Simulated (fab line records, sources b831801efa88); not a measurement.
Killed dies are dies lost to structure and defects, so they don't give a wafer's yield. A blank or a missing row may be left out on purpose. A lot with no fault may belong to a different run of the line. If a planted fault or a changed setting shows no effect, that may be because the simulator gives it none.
Which tool did it? || flow sky130 || 14 lots, 42 wafers sampled, at 5 steps of a route of 708

## WHAT THE GAUGES READ, wafer by wafer
SKY_DNWELL_TW_MEAS_09. Usual: DNWELL_TW gives 1114 (standard deviation 7.3).
{"lot": "L967", "measured": "day 3 03:32", "on": "film_metro-02", "DNWELL_TW": "1108 1104 1109", "flag": ""}
{"lot": "L968", "measured": "day 3 08:47", "on": "film_metro-03", "DNWELL_TW": "1113 1112 1110", "flag": ""}
{"lot": "L969", "measured": "day 3 15:29", "on": "film_metro-02", "DNWELL_TW": "1112 1115 1110", "flag": ""}
{"lot": "L970", "measured": "day 3 20:58", "on": "film_metro-04", "DNWELL_TW": "1106 1109 1106", "flag": ""}
{"lot": "L973", "measured": "day 4 10:23", "on": "film_metro-04", "DNWELL_TW": "1124 1115 1114", "flag": ""}
{"lot": "L974", "measured": "day 4 17:37", "on": "film_metro-04", "DNWELL_TW": "1120 1121 1128", "flag": ""}
{"lot": "L975", "measured": "day 4 22:55", "on": "film_metro-04", "DNWELL_TW": "1116 1121 1121", "flag": ""}
{"lot": "L976", "measured": "day 5 04:43", "on": "film_metro-04", "DNWELL_TW": "1122 1122 1126", "flag": ""}
{"lot": "L977", "measured": "day 5 09:49", "on": "film_metro-03", "DNWELL_TW": "1111 1108 1101", "flag": ""}
{"lot": "L978", "measured": "day 5 14:47", "on": "film_metro-04", "DNWELL_TW": "1125 1118 1116", "flag": ""}
{"lot": "L986", "measured": "day 7 11:07", "on": "film_metro-02", "DNWELL_TW": "1101 1105 1105", "flag": ""}
{"lot": "L987", "measured": "day 7 15:42", "on": "film_metro-03", "DNWELL_TW": "1104 1108 1107", "flag": ""}
{"lot": "L989", "measured": "day 8 03:49", "on": "film_metro-04", "DNWELL_TW": "1117 1111 1113", "flag": ""}
{"lot": "L990", "measured": "day 8 09:44", "on": "film_metro-03", "DNWELL_TW": "1114 1115 1112", "flag": ""}

SKY_PWDE_OVL_MEAS_07. Usual: PWDE_OVL gives 0.9 nm (standard deviation 1.3).
{"lot": "L967", "measured": "day 3 19:32", "on": "overlay-02", "PWDE_OVL (nm)": "-0.5 1.0 0.4", "flag": ""}
{"lot": "L968", "measured": "day 4 00:47", "on": "overlay-02", "PWDE_OVL (nm)": "-0.3 -0.2 1.5", "flag": ""}
{"lot": "L969", "measured": "day 4 07:41", "on": "overlay-02", "PWDE_OVL (nm)": "-0.9 0.2 0.5", "flag": ""}
{"lot": "L970", "measured": "day 4 13:29", "on": "overlay-01", "PWDE_OVL (nm)": "3.1 1.0 0.7", "flag": ""}
{"lot": "L973", "measured": "day 5 04:08", "on": "overlay-02", "PWDE_OVL (nm)": "3.2 2.4 3.0", "flag": ""}
{"lot": "L974", "measured": "day 5 11:40", "on": "overlay-02", "PWDE_OVL (nm)": "0.8 0.7 2.7", "flag": ""}
{"lot": "L975", "measured": "day 5 17:04", "on": "overlay-02", "PWDE_OVL (nm)": "-0.6 -0.6 -0.5", "flag": ""}
{"lot": "L976", "measured": "day 5 21:31", "on": "overlay-01", "PWDE_OVL (nm)": "1.9 0.9 0.1", "flag": ""}
{"lot": "L977", "measured": "day 6 03:49", "on": "overlay-02", "PWDE_OVL (nm)": "1.7 0.6 0.4", "flag": ""}
{"lot": "L978", "measured": "day 6 09:38", "on": "overlay-01", "PWDE_OVL (nm)": "-0.9 -1.0 -0.9", "flag": ""}
{"lot": "L986", "measured": "day 8 07:08", "on": "overlay-01", "PWDE_OVL (nm)": "-1.3 -1.7 -1.7", "flag": ""}
{"lot": "L987", "measured": "day 8 11:53", "on": "overlay-01", "PWDE_OVL (nm)": "-0.6 0.0 1.7", "flag": ""}
{"lot": "L989", "measured": "day 9 00:29", "on": "overlay-02", "PWDE_OVL (nm)": "0.2 1.3 1.0", "flag": ""}
{"lot": "L990", "measured": "day 9 06:50", "on": "overlay-01", "PWDE_OVL (nm)": "2.6 1.4 2.6", "flag": ""}

SKY_NWELL_OVL_MEAS_23. Usual: NWELL_01_OVL gives -0.4 nm (standard deviation 1.4).
{"lot": "L967", "measured": "day 5 06:41", "on": "overlay-02", "NWELL_01_OVL (nm)": "-0.2 0.5 0.4", "flag": ""}
{"lot": "L968", "measured": "day 5 13:08", "on": "overlay-01", "NWELL_01_OVL (nm)": "1.2 0.0 -0.5", "flag": ""}
{"lot": "L969", "measured": "day 5 18:59", "on": "overlay-01", "NWELL_01_OVL (nm)": "1.4 0.6 -2.0", "flag": ""}
{"lot": "L970", "measured": "day 6 02:10", "on": "overlay-01", "NWELL_01_OVL (nm)": "-0.9 -1.4 -2.9", "flag": ""}
{"lot": "L973", "measured": "day 6 17:38", "on": "overlay-01", "NWELL_01_OVL (nm)": "0.4 -3.2 0.3", "flag": ""}
{"lot": "L974", "measured": "day 7 01:01", "on": "overlay-02", "NWELL_01_OVL (nm)": "0.1 1.2 1.7", "flag": ""}
{"lot": "L975", "measured": "day 7 07:07", "on": "overlay-02", "NWELL_01_OVL (nm)": "-1.7 0.0 -0.5", "flag": ""}
{"lot": "L976", "measured": "day 7 12:10", "on": "overlay-01", "NWELL_01_OVL (nm)": "-0.4 1.4 -1.4", "flag": ""}
{"lot": "L977", "measured": "day 7 20:04", "on": "overlay-01", "NWELL_01_OVL (nm)": "-2.0 0.8 -0.6", "flag": ""}
{"lot": "L978", "measured": "day 8 00:13", "on": "overlay-02", "NWELL_01_OVL (nm)": "0.1 -1.1 0.4", "flag": ""}
{"lot": "L986", "measured": "day 10 02:31", "on": "overlay-01", "NWELL_01_OVL (nm)": "- - -", "flag": "OFF"}
{"lot": "L987", "measured": "day 10 06:53", "on": "overlay-02", "NWELL_01_OVL (nm)": "- - -", "flag": "OFF"}
{"lot": "L989", "measured": "day 10 19:07", "on": "overlay-02", "NWELL_01_OVL (nm)": "1.3 0.3 1.8", "flag": ""}
{"lot": "L990", "measured": "day 11 02:50", "on": "overlay-02", "NWELL_01_OVL (nm)": "0.4 -1.1 -0.2", "flag": ""}

## TOOL THAT RAN EACH LOT (tool first, then ch and the chambers of the sampled wafers, then the start)
{"lot": "L967", "SKY_FIELD_ISO_STRIP_16": "plasma_asher-02 ch 0,1, day 2 04:26", "SKY_NWELL_COAT_18": "litho_track-03 ch 0, day 4 20:52"}
{"lot": "L968", "SKY_FIELD_ISO_STRIP_16": "plasma_asher-02 ch 0,1, day 2 10:54", "SKY_NWELL_COAT_18": "litho_track-03 ch 0, day 5 03:53"}
{"lot": "L969", "SKY_FIELD_ISO_STRIP_16": "plasma_asher-03 ch 0,1, day 2 16:09", "SKY_NWELL_COAT_18": "litho_track-03 ch 0, day 5 10:25"}
{"lot": "L970", "SKY_FIELD_ISO_STRIP_16": "plasma_asher-03 ch 0, day 2 21:09", "SKY_NWELL_COAT_18": "litho_track-02 ch 0, day 5 16:22"}
{"lot": "L973", "SKY_FIELD_ISO_STRIP_16": "plasma_asher-02 ch 0,1, day 3 11:14", "SKY_NWELL_COAT_18": "litho_track-03 ch 0, day 6 07:50"}
{"lot": "L974", "SKY_FIELD_ISO_STRIP_16": "plasma_asher-03 ch 0,1, day 3 17:05", "SKY_NWELL_COAT_18": "litho_track-03 ch 0, day 6 15:08"}
{"lot": "L975", "SKY_FIELD_ISO_STRIP_16": "plasma_asher-02 ch 0,1, day 3 23:02", "SKY_NWELL_COAT_18": "litho_track-03 ch 0, day 6 21:29"}
{"lot": "L976", "SKY_FIELD_ISO_STRIP_16": "plasma_asher-02 ch 0,1, day 4 03:15", "SKY_NWELL_COAT_18": "litho_track-03 ch 0, day 7 01:56"}
{"lot": "L977", "SKY_FIELD_ISO_STRIP_16": "plasma_asher-03 ch 1, day 4 09:48", "SKY_NWELL_COAT_18": "litho_track-03 ch 0, day 7 09:26"}
{"lot": "L978", "SKY_FIELD_ISO_STRIP_16": "plasma_asher-01 ch 0,1, day 4 15:26", "SKY_NWELL_COAT_18": "litho_track-02 ch 0, day 7 14:13"}
{"lot": "L986", "SKY_FIELD_ISO_STRIP_16": "plasma_asher-01 ch 0,1, day 6 08:56", "SKY_NWELL_COAT_18": "litho_track-02, day 9 15:37"}
{"lot": "L987", "SKY_FIELD_ISO_STRIP_16": "plasma_asher-02 ch 0,1, day 6 13:53", "SKY_NWELL_COAT_18": "litho_track-02, day 9 19:49"}
{"lot": "L989", "SKY_FIELD_ISO_STRIP_16": "plasma_asher-03 ch 0,1, day 6 23:36", "SKY_NWELL_COAT_18": "litho_track-03 ch 0, day 10 08:23"}
{"lot": "L990", "SKY_FIELD_ISO_STRIP_16": "plasma_asher-02 ch 0,1, day 7 04:47", "SKY_NWELL_COAT_18": "litho_track-02 ch 0, day 10 16:13"}
- SKY_FIELD_ISO_STRIP_16: strips in O2/N2.
- SKY_NWELL_COAT_18: resist thk 3000 nm.

## AS READ BY THE TOOLS THEMSELVES (means over the sampled wafers that have a number; for cases with no such wafer, the mark the record gives instead)
SKY_FIELD_ISO_STRIP_16. Usual: drypump_motor_current_A 5.9 A, standard deviation 0.54; oes_product_au 0.378 a.u., standard deviation 0.0045; strip_time_to_endpoint_s 3.55 s, standard deviation 0.051.
{"lot": "L967", "tool": "plasma_asher-02", "drypump_motor_current_A (A)": 6.3, "oes_product_au (a.u.)": 0.375, "strip_time_to_endpoint_s (s)": 3.51, "flag": ""}
{"lot": "L968", "tool": "plasma_asher-02", "drypump_motor_current_A (A)": 5.9, "oes_product_au (a.u.)": 0.381, "strip_time_to_endpoint_s (s)": 3.52, "flag": ""}
{"lot": "L969", "tool": "plasma_asher-03", "drypump_motor_current_A (A)": 5.6, "oes_product_au (a.u.)": 0.377, "strip_time_to_endpoint_s (s)": 3.55, "flag": ""}
{"lot": "L970", "tool": "plasma_asher-03", "drypump_motor_current_A (A)": 5.8, "oes_product_au (a.u.)": 0.381, "strip_time_to_endpoint_s (s)": 3.56, "flag": ""}
{"lot": "L973", "tool": "plasma_asher-02", "drypump_motor_current_A (A)": 5.9, "oes_product_au (a.u.)": 0.378, "strip_time_to_endpoint_s (s)": 3.53, "flag": ""}
{"lot": "L974", "tool": "plasma_asher-03", "drypump_motor_current_A (A)": 5.7, "oes_product_au (a.u.)": 0.375, "strip_time_to_endpoint_s (s)": 3.53, "flag": ""}
{"lot": "L975", "tool": "plasma_asher-02", "drypump_motor_current_A (A)": 5.9, "oes_product_au (a.u.)": 0.379, "strip_time_to_endpoint_s (s)": 3.55, "flag": ""}
{"lot": "L976", "tool": "plasma_asher-02", "drypump_motor_current_A (A)": 5.9, "oes_product_au (a.u.)": 0.381, "strip_time_to_endpoint_s (s)": 3.55, "flag": ""}
{"lot": "L977", "tool": "plasma_asher-03", "drypump_motor_current_A (A)": 5.5, "oes_product_au (a.u.)": 0.375, "strip_time_to_endpoint_s (s)": 3.52, "flag": ""}
{"lot": "L978", "tool": "plasma_asher-01", "drypump_motor_current_A (A)": 5.7, "oes_product_au (a.u.)": 0.376, "strip_time_to_endpoint_s (s)": 3.57, "flag": ""}
{"lot": "L986", "tool": "plasma_asher-01", "drypump_motor_current_A (A)": 5.7, "oes_product_au (a.u.)": 0.379, "strip_time_to_endpoint_s (s)": 3.54, "flag": ""}
{"lot": "L987", "tool": "plasma_asher-02", "drypump_motor_current_A (A)": 5.9, "oes_product_au (a.u.)": 0.379, "strip_time_to_endpoint_s (s)": 3.58, "flag": ""}
{"lot": "L989", "tool": "plasma_asher-03", "drypump_motor_current_A (A)": 5.7, "oes_product_au (a.u.)": 0.379, "strip_time_to_endpoint_s (s)": 3.54, "flag": ""}
{"lot": "L990", "tool": "plasma_asher-02", "drypump_motor_current_A (A)": 6.4, "oes_product_au (a.u.)": 0.382, "strip_time_to_endpoint_s (s)": 3.60, "flag": ""}

SKY_NWELL_COAT_18. Usual: chill_plate_temp_C 23.01 C, standard deviation 0.12; dispense_pressure_kPa 49 kPa, standard deviation 4.7.
{"lot": "L967", "tool": "litho_track-03", "chill_plate_temp_C (C)": 22.90, "dispense_pressure_kPa (kPa)": 47, "flag": ""}
{"lot": "L968", "tool": "litho_track-03", "chill_plate_temp_C (C)": 22.93, "dispense_pressure_kPa (kPa)": 47, "flag": ""}
{"lot": "L969", "tool": "litho_track-03", "chill_plate_temp_C (C)": 23.05, "dispense_pressure_kPa (kPa)": 47, "flag": ""}
{"lot": "L970", "tool": "litho_track-02", "chill_plate_temp_C (C)": 23.03, "dispense_pressure_kPa (kPa)": 56, "flag": ""}
{"lot": "L973", "tool": "litho_track-03", "chill_plate_temp_C (C)": 23.15, "dispense_pressure_kPa (kPa)": 47, "flag": ""}
{"lot": "L974", "tool": "litho_track-03", "chill_plate_temp_C (C)": 23.04, "dispense_pressure_kPa (kPa)": 47, "flag": ""}
{"lot": "L975", "tool": "litho_track-03", "chill_plate_temp_C (C)": 23.00, "dispense_pressure_kPa (kPa)": 47, "flag": ""}
{"lot": "L976", "tool": "litho_track-03", "chill_plate_temp_C (C)": 22.98, "dispense_pressure_kPa (kPa)": 47, "flag": ""}
{"lot": "L977", "tool": "litho_track-03", "chill_plate_temp_C (C)": 23.05, "dispense_pressure_kPa (kPa)": 47, "flag": ""}
{"lot": "L978", "tool": "litho_track-02", "chill_plate_temp_C (C)": 22.85, "dispense_pressure_kPa (kPa)": 56, "flag": ""}
{"lot": "L986", "tool": "litho_track-02", "chill_plate_temp_C (C)": "-", "dispense_pressure_kPa (kPa)": "-", "flag": "OFF"}
{"lot": "L987", "tool": "litho_track-02", "chill_plate_temp_C (C)": "-", "dispense_pressure_kPa (kPa)": "-", "flag": "OFF"}
{"lot": "L989", "tool": "litho_track-03", "chill_plate_temp_C (C)": 23.02, "dispense_pressure_kPa (kPa)": 46, "flag": ""}
{"lot": "L990", "tool": "litho_track-02", "chill_plate_temp_C (C)": 22.91, "dispense_pressure_kPa (kPa)": 56, "flag": ""}

## THE ANSWER, worked out from the rows above alone
Rule: a lot counts as off when the mean over its wafers that have a number is more than 3 standard deviations away from the usual mean. A lot without any number at a reading at which 4 lots or more have one is off too. Where the step has rows for the other lots, those lots are counted as sound. Order of review: gauges by route order, followed by the tools' own readings, for which a lot's mean as printed above is used. At the first step where some lot is off, the reading lying furthest off is the one used; lots without a number count as furthest.
Off: L986, L987, at SKY_NWELL_OVL_MEAS_23 (NWELL_01_OVL). Without a number there: L986, L987.
If a tool, at a process step before that reading, ran all the lots that are off and no sound lot after the first of them, it fits. Not tried: the gauges at SKY_NWELL_OVL_MEAS_23; whatever is off there is also off at SKY_NWELL_COAT_18, on other tools, and gauge error can't account for it. Of those tried, none fits.

## WHAT HAD BEEN PUT IN BY THE SIMULATOR
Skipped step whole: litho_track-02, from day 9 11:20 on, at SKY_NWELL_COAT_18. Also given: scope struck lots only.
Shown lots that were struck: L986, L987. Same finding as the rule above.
